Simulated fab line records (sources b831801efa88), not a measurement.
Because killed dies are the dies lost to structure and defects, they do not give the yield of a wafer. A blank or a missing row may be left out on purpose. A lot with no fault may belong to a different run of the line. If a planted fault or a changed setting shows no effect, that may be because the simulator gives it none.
A lot that was struck, set against a sound lot ; flow sky130 ; 14 steps out of a route of 708
Sound: the wafers L156.3, L156.4, L156.5. Struck: wafers L168.2, L168.5, L168.6. The cause is given at the end.
Per side, at each step with rows, come the tool, then ch with its chambers, and then its first start. Under that, the readings that differ: sound wafers ; struck wafers ; difference of the means ; sigmas: that difference in standard deviations of wafers without a fault.
alike: words and numbers the same on both sides, and readings whose means are apart by under 2 such deviations; not compared: readings that were withheld, readings missing a value for some wafer, numbers with overlapping values and no deviation given by the record, and bounds like >300 which may hide the same value.
The two part at a step that has a row with sigmas, a row that says differs or no value, or rows on one side only. When numbers do not overlap yet have no deviation, they are printed without sigmas and do not part them. Lack of a reading on every wafer of one side parts them only where that side has two or more wafers.

SKY_SONOS_TUNNEL_TW_MEAS_12:
  sound on film metro-04, day 12 10:23; struck on film metro-02, day 17 04:53
  alike: SONOS_TUNNEL_TW
then, 2 steps without rows for these wafers: SKY_SONOS_TUNNEL_CLEAN_13 (cleans in dHF, time 20 s); SKY_SONOS_ONO_OXIDATION_00 (stabilise 600 s, purge 300 s, target thk 2.6 nm).
SKY_SONOS_ONO_THK_MEAS_01:
  sound on film metro-01, day 12 11:48; struck on film metro-02, day 17 06:29
  alike: SONOS_ONO_OXIDATION_THK
then, 1 step without rows for these wafers: SKY_SONOS_ONO_CVD_02 (deposits Si3N4 from DCS/NH3, target thk 10.5 nm, time 180 s).
SKY_SONOS_ONO_THK_MEAS_03:
  sound on film metro-02, day 12 14:07; struck on film metro-01, day 17 08:08
reading;sound;struck;difference;sigmas
SONOS_ONO_CVD_02_THK (nm);10.42 10.27 10.31;10.83 10.83 10.79;+0.48;+3
then, 1 step without rows for these wafers: SKY_SONOS_ONO_CVD_04 (deposits SiO2 from SiH4/N2O, target thk 5.7199 nm).
SKY_SONOS_ONO_THK_MEAS_05:
  sound on film metro-02, day 12 16:04; struck on film metro-01, day 17 09:26
  alike: SONOS_ONO_CVD_04_THK
then, 4 steps without rows for these wafers: SKY_SONOS_ONO_DEHYDRATE_06 (time 60 s); SKY_SONOS_ONO_HMDS_07 (prime time 60 s); SKY_SONOS_ONO_COAT_08 (resist thk 1140 nm); SKY_SONOS_ONO_SOFTBAKE_09 (time 60 s).
SKY_SONOS_ONO_EXPOSE_10: exposes mask ONOM, target cd 410 nm.
  sound on iline stepper-01 ch 0, day 13 04:46; struck on iline stepper-01, day 18 00:32
  no value came back on the struck wafers for exposure dose mJ cm2, focus offset nm (nm); on the sound wafers exposure dose mJ cm2 reads 149.94 149.86 149.81
  alike: mask
following that, these wafers have no rows for 1 step: SKY_SONOS_ONO_PEB_11.

WHERE THEY PART
Earliest at SKY_SONOS_ONO_THK_MEAS_03; latest, in this record, at SKY_SONOS_ONO_EXPOSE_10.

WHY: the cause the simulator had injected
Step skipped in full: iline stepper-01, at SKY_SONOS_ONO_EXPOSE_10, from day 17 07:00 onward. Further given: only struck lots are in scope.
